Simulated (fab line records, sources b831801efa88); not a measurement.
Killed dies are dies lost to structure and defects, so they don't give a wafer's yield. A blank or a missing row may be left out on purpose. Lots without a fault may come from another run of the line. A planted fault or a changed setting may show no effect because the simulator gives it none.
Tool commonality check | flow sky130 | 13 lots, 39 wafers sampled

WHY IT WAS OPENED
At SKY_SD_P_TW_MEAS_11 the reading SD_P_TW is flagged on 2 of 13 lots. Wafers without a fault read 2811, standard deviation 20.
Rule: a lot is flagged when every wafer of it that has a number lies more than 4 standard deviations from that mean, or none has a number. The other lots count as sound.

lot  | measured     | on            | SD_P_TW, wafer by wafer | flag
L178 | day 25 13:55 | film_metro-01 | 2806 2781 2810          |
L179 | day 26 07:57 | film_metro-04 | 2777 2778 2762          |
L181 | day 27 00:43 | film_metro-01 | 2815 2796 2812          |
L180 | day 27 02:18 | film_metro-01 | 2801 2811 2794          |
L182 | day 27 10:47 | film_metro-02 | 2801 2807 2806          |
L189 | day 30 19:19 | film_metro-04 | 3000 2981 2999          | FLAGGED
L191 | day 30 20:48 | film_metro-02 | 3008 2997 2994          | FLAGGED
L195 | day 31 08:22 | film_metro-04 | 2823 2828 2831          |
L196 | day 31 23:06 | film_metro-04 | 2845 2839 2839          |
L197 | day 31 23:44 | film_metro-04 | 2836 2842 2833          |
L199 | day 32 15:27 | film_metro-04 | 2828 2814 2808          |
L198 | day 32 16:29 | film_metro-01 | 2803 2818 2810          |
L201 | day 33 07:31 | film_metro-04 | 2835 2848 2844          |
The numbers of the flagged lots are 2996 on average: +186 against the usual, or +9 standard deviations.

WHICH TOOL RAN EACH LOT
The record holds 2 process steps before the reading, out of a route of 708 steps. In each cell: the tool, then ch and the chambers that the sampled wafers went through, then the start.
lot  | flag    | SKY_SD_P_IMPLANT_09             | SKY_SD_P_STRIP_10
L178 |         | implanter-01 ch 0, day 25 13:42 | plasma_asher-04 ch 0,1, day 25 13:50
L179 |         | implanter-01 ch 0, day 26 07:42 | plasma_asher-01 ch 0,1, day 26 07:51
L181 |         | implanter-03 ch 0, day 27 00:30 | plasma_asher-02 ch 0,1, day 27 00:38
L180 |         | implanter-03 ch 0, day 27 02:03 | plasma_asher-02 ch 0,1, day 27 02:12
L182 |         | implanter-01 ch 0, day 27 10:34 | plasma_asher-01 ch 0,1, day 27 10:41
L189 | FLAGGED | implanter-02 ch 0, day 30 19:06 | plasma_asher-02 ch 0,1, day 30 19:14
L191 | FLAGGED | implanter-02 ch 0, day 30 20:33 | plasma_asher-01 ch 0,1, day 30 20:42
L195 |         | implanter-03 ch 0, day 31 08:09 | plasma_asher-02 ch 0,1, day 31 08:17
L196 |         | implanter-01 ch 0, day 31 22:53 | plasma_asher-02 ch 0,1, day 31 23:01
L197 |         | implanter-03 ch 0, day 31 23:29 | plasma_asher-02 ch 0,1, day 31 23:38
L199 |         | implanter-03 ch 0, day 32 15:12 | plasma_asher-02 ch 1, day 32 15:21
L198 |         | implanter-03 ch 0, day 32 16:14 | plasma_asher-01 ch 0,1, day 32 16:23
L201 |         | implanter-01 ch 0, day 33 07:18 | plasma_asher-01 ch 0,1, day 33 07:25
What these steps do:
- SKY_SD_P_IMPLANT_09
- SKY_SD_P_STRIP_10: strips in O2/N2.
- SKY_SD_P_TW_MEAS_11

FLAGGED OVER TOTAL, TOOL BY TOOL (the gauges that took the reading come last)
step                | tool            | lots run | flagged | share of the flagged lots | sound lots run after its first flagged lot
SKY_SD_P_IMPLANT_09 | implanter-01    | 5        | 0       | none                      | -
SKY_SD_P_IMPLANT_09 | implanter-02    | 2        | 2       | all                       | 0
SKY_SD_P_IMPLANT_09 | implanter-03    | 6        | 0       | none                      | -
SKY_SD_P_STRIP_10   | plasma_asher-01 | 5        | 1       | some                      | 2 (L198,L201)
SKY_SD_P_STRIP_10   | plasma_asher-02 | 7        | 1       | some                      | 4 (L195,L196,L197,L199)
SKY_SD_P_STRIP_10   | plasma_asher-04 | 1        | 0       | none                      | -
SKY_SD_P_TW_MEAS_11 | film_metro-01   | 4        | 0       | none                      | -
SKY_SD_P_TW_MEAS_11 | film_metro-02   | 2        | 1       | some                      | 0
SKY_SD_P_TW_MEAS_11 | film_metro-04   | 7        | 1       | some                      | 5 (L195,L196,L197,L199,L201)

WHAT THE TABLE ALLOWS
1 row of the table ran every flagged lot: implanter-02 at SKY_SD_P_IMPLANT_09.
- implanter-02 at SKY_SD_P_IMPLANT_09: 2 of its 2 lots flagged. It ran no sound lot before its first flagged lot in this sample, so the start can't be narrowed down. Its own readings lie more than 4 standard deviations out on every wafer of the flagged lots: beam_on_s, dose_ions_cm2.
One tool is left: implanter-02 at SKY_SD_P_IMPLANT_09.

WHAT THE SIMULATOR HAD PUT IN
Process parameter drift: implanter-02, from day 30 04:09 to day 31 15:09, at SKY_SD_P_IMPLANT_09. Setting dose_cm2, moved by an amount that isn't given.
Lots struck among those shown: L189, L191. The rule above found the same.
